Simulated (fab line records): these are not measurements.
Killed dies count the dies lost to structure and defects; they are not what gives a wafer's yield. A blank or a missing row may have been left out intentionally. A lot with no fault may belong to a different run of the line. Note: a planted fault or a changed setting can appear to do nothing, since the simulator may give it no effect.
The tool behind it: which one? + flow gf180mcu + 11 lots, 33 wafers sampled, at 5 steps of a route of 602

== WHAT THE GAUGES SHOWED, per wafer ==
GF_V5_THK_MEAS_01.
| lot  | measured     | on            | V5_CVD_00_THK (nm) |
|------|--------------|---------------|--------------------|
| L765 | day 26 15:11 | film_metro-02 | 293 294 296        |
| L766 | day 27 01:43 | film_metro-04 | 301 298 296        |
| L767 | day 27 16:58 | film_metro-02 | 304 295 291        |
| L768 | day 28 04:38 | film_metro-01 | 294 303 302        |
| L769 | day 28 07:26 | film_metro-04 | 302 302 303        |
| L770 | day 28 10:03 | film_metro-04 | 300 302 294        |
| L772 | day 29 08:43 | film_metro-02 | 300 298 309        |
| L773 | day 29 14:41 | film_metro-01 | 240 251 244        |
| L777 | day 30 15:58 | film_metro-02 | 232 240 232        |
| L787 | day 33 10:53 | film_metro-04 | 299 304 300        |
| L788 | day 33 14:40 | film_metro-02 | 304 294 300        |

== WHAT TOOL EACH LOT RAN ON (gives the tool, then ch and the chambers of the sampled wafers, and finally the start) ==
| lot  | GF_MIM_SPUTTER_03            | GF_MIM_METAL_ETCH_19              | GF_M5_STRIP_11                       | GF_V5_CVD_00                     |
|------|------------------------------|-----------------------------------|--------------------------------------|----------------------------------|
| L765 | pvd_sputter-01, day 24 17:27 | rie_metal-02 ch 0,1, day 25 15:28 | plasma_asher-02 ch 0,1, day 26 14:37 | hdpcvd-02 ch 0,1, day 26 15:07   |
| L766 | pvd_sputter-01, day 25 05:04 | rie_metal-02 ch 0,1, day 26 03:26 | plasma_asher-02 ch 0,1, day 27 01:08 | hdpcvd-01 ch 0,1, day 27 01:40   |
| L767 | pvd_sputter-01, day 25 20:10 | rie_metal-04 ch 0,1, day 26 17:29 | plasma_asher-01 ch 0,1, day 27 15:59 | hdpcvd-01 ch 0,1,2, day 27 16:55 |
| L768 | pvd_sputter-02, day 26 08:31 | rie_metal-01 ch 0,1, day 27 06:39 | plasma_asher-04 ch 0,1, day 28 04:03 | hdpcvd-01 ch 1,2, day 28 04:35   |
| L769 | pvd_sputter-01, day 26 11:10 | rie_metal-04 ch 0,1, day 27 08:49 | plasma_asher-01 ch 0,1, day 28 06:49 | hdpcvd-01 ch 0,2, day 28 07:19   |
| L770 | pvd_sputter-01, day 26 14:22 | rie_metal-02 ch 0,1, day 27 11:28 | plasma_asher-02 ch 0,1, day 28 09:28 | hdpcvd-02 ch 0,1,2, day 28 10:00 |
| L772 | pvd_sputter-02, day 27 13:03 | rie_metal-02 ch 0,1, day 28 10:39 | plasma_asher-01 ch 0,1, day 29 08:08 | hdpcvd-01 ch 0,1,2, day 29 08:40 |
| L773 | pvd_sputter-01, day 27 20:20 | rie_metal-04 ch 0,1, day 28 17:26 | plasma_asher-01 ch 0, day 29 14:06   | hdpcvd-01 ch 1,2, day 29 14:38   |
| L777 | pvd_sputter-01, day 29 00:35 | rie_metal-04 ch 0,1, day 29 20:14 | plasma_asher-01 ch 0,1, day 30 15:21 | hdpcvd-01 ch 1,2, day 30 15:55   |
| L787 | pvd_sputter-01, day 31 23:17 | rie_metal-04 ch 0,1, day 32 16:38 | plasma_asher-01 ch 0,1, day 33 10:08 | hdpcvd-02 ch 1,2, day 33 10:50   |
| L788 | pvd_sputter-01, day 32 04:20 | rie_metal-04 ch 1, day 32 21:17   | plasma_asher-02 ch 0,1, day 33 14:03 | hdpcvd-01 ch 1,2, day 33 14:37   |
- GF_MIM_SPUTTER_03: material Ti, target thk 10 nm, time 6.7 s.
- GF_MIM_METAL_ETCH_19: etches the open film in Cl2/BCl3, stops on Si3N4, target depth 324.5 nm, time 54.1 s.
- GF_M5_STRIP_11: strips in O2/N2.
- GF_V5_CVD_00: deposits SiO2, target thk 300 nm, time 50 s.

== WHAT THE TOOLS THEMSELVES READ (means of the sampled wafers that have a number; where no wafer has one, the mark that the record gives instead) ==
GF_MIM_SPUTTER_03.
| lot  | tool           | throttle_valve_pct (%) |
|------|----------------|------------------------|
| L765 | pvd_sputter-01 | 30.6                   |
| L766 | pvd_sputter-01 | 31.0                   |
| L767 | pvd_sputter-01 | 30.8                   |
| L768 | pvd_sputter-02 | 30.7                   |
| L769 | pvd_sputter-01 | 30.7                   |
| L770 | pvd_sputter-01 | 31.2                   |
| L772 | pvd_sputter-02 | 30.7                   |
| L773 | pvd_sputter-01 | 31.0                   |
| L777 | pvd_sputter-01 | 30.2                   |
| L787 | pvd_sputter-01 | 30.7                   |
| L788 | pvd_sputter-01 | 29.9                   |

GF_MIM_METAL_ETCH_19.
| lot  | tool         | bcl3_flow_sccm (sccm) | drypump_motor_current_A (A) | oes_product_au (a.u.) | throttle_valve_pct (%) |
|------|--------------|-----------------------|-----------------------------|-----------------------|------------------------|
| L765 | rie_metal-02 | 39.96                 | 5.9                         | 0.952                 | 28.270                 |
| L766 | rie_metal-02 | 39.89                 | 6.0                         | 0.943                 | 28.284                 |
| L767 | rie_metal-04 | 40.00                 | 5.8                         | 0.937                 | 28.290                 |
| L768 | rie_metal-01 | 40.04                 | 5.7                         | 0.934                 | 28.298                 |
| L769 | rie_metal-04 | 39.92                 | 5.7                         | 0.944                 | 28.285                 |
| L770 | rie_metal-02 | 40.07                 | 5.9                         | 0.951                 | 28.267                 |
| L772 | rie_metal-02 | 39.98                 | 5.9                         | 0.949                 | 28.279                 |
| L773 | rie_metal-04 | 40.05                 | 5.4                         | 0.944                 | 28.284                 |
| L777 | rie_metal-04 | 39.96                 | 5.7                         | 0.936                 | 28.285                 |
| L787 | rie_metal-04 | 39.87                 | 5.4                         | 0.942                 | 28.279                 |
| L788 | rie_metal-04 | 39.93                 | 5.0                         | 0.944                 | 28.283                 |

GF_M5_STRIP_11.
| lot  | tool            | drypump_motor_current_A (A) | heater_power_w (W) | oes_product_au (a.u.) | strip_time_to_endpoint_s (s) |
|------|-----------------|-----------------------------|--------------------|-----------------------|------------------------------|
| L765 | plasma_asher-02 | 6.3                         | 361                | 0.520                 | 7.03                         |
| L766 | plasma_asher-02 | 6.3                         | 380                | 0.522                 | 7.02                         |
| L767 | plasma_asher-01 | 5.1                         | 370                | 0.526                 | 7.00                         |
| L768 | plasma_asher-04 | 5.4                         | 350                | 0.524                 | 7.00                         |
| L769 | plasma_asher-01 | 5.1                         | 360                | 0.526                 | 7.02                         |
| L770 | plasma_asher-02 | 6.3                         | 358                | 0.526                 | 7.09                         |
| L772 | plasma_asher-01 | 5.3                         | 374                | 0.520                 | 6.99                         |
| L773 | plasma_asher-01 | 5.0                         | 358                | 0.530                 | 7.04                         |
| L777 | plasma_asher-01 | 5.1                         | 366                | 0.526                 | 7.10                         |
| L787 | plasma_asher-01 | 5.3                         | 378                | 0.522                 | 7.01                         |
| L788 | plasma_asher-02 | 6.3                         | 372                | 0.527                 | 7.04                         |

GF_V5_CVD_00.
| lot  | tool      | sih4_flow_sccm (sccm) | susceptor_temp_C (C) |
|------|-----------|-----------------------|----------------------|
| L765 | hdpcvd-02 | 60.12                 | 400.16               |
| L766 | hdpcvd-01 | 59.97                 | 399.99               |
| L767 | hdpcvd-01 | 59.74                 | 399.94               |
| L768 | hdpcvd-01 | 59.94                 | 399.90               |
| L769 | hdpcvd-01 | 60.01                 | 399.67               |
| L770 | hdpcvd-02 | 60.05                 | 400.06               |
| L772 | hdpcvd-01 | 60.00                 | 399.87               |
| L773 | hdpcvd-01 | 47.95                 | 399.80               |
| L777 | hdpcvd-01 | 48.25                 | 399.92               |
| L787 | hdpcvd-02 | 59.95                 | 400.29               |
| L788 | hdpcvd-01 | 60.36                 | 399.88               |

== THE ANSWER, worked out from the rows above alone ==
Rule: the lots themselves supply what counts as usual. The widest of any qualifying gaps counts: lots, ordered by their means at a reading, are off when they make up no more than a third of the lots, leave a main group of 4 or more, and stand apart from it by 3 or more times the standard deviation of that group's means. A main group whose means are all the same, to the digits that the tables above print for the reading, isn't used. Also off: a lot with no number at a reading for which 4 or more lots have one. Any other lot the step has rows for is counted as sound. Order of review: gauges by route order, followed by the tools' own readings, for which a lot's mean as printed above is used. The first step at which some lot is off is used, and at that step the reading that is off furthest; a lot without a number counts as furthest.
Off: at GF_V5_THK_MEAS_01 (V5_CVD_00_THK), L773, L777. Mean 299 nm and standard deviation 2.5 in the main group.
A tool fits if, at a process step before that reading, it ran every lot that is off, and no sound lot after the first of them. The gauges at GF_V5_THK_MEAS_01 aren't tried: what is off there is off at GF_V5_CVD_00 too, on other tools, and a gauge's error can't cause that. Of those tried, none fits.

== WHAT THE SIMULATOR HAD INSERTED ==
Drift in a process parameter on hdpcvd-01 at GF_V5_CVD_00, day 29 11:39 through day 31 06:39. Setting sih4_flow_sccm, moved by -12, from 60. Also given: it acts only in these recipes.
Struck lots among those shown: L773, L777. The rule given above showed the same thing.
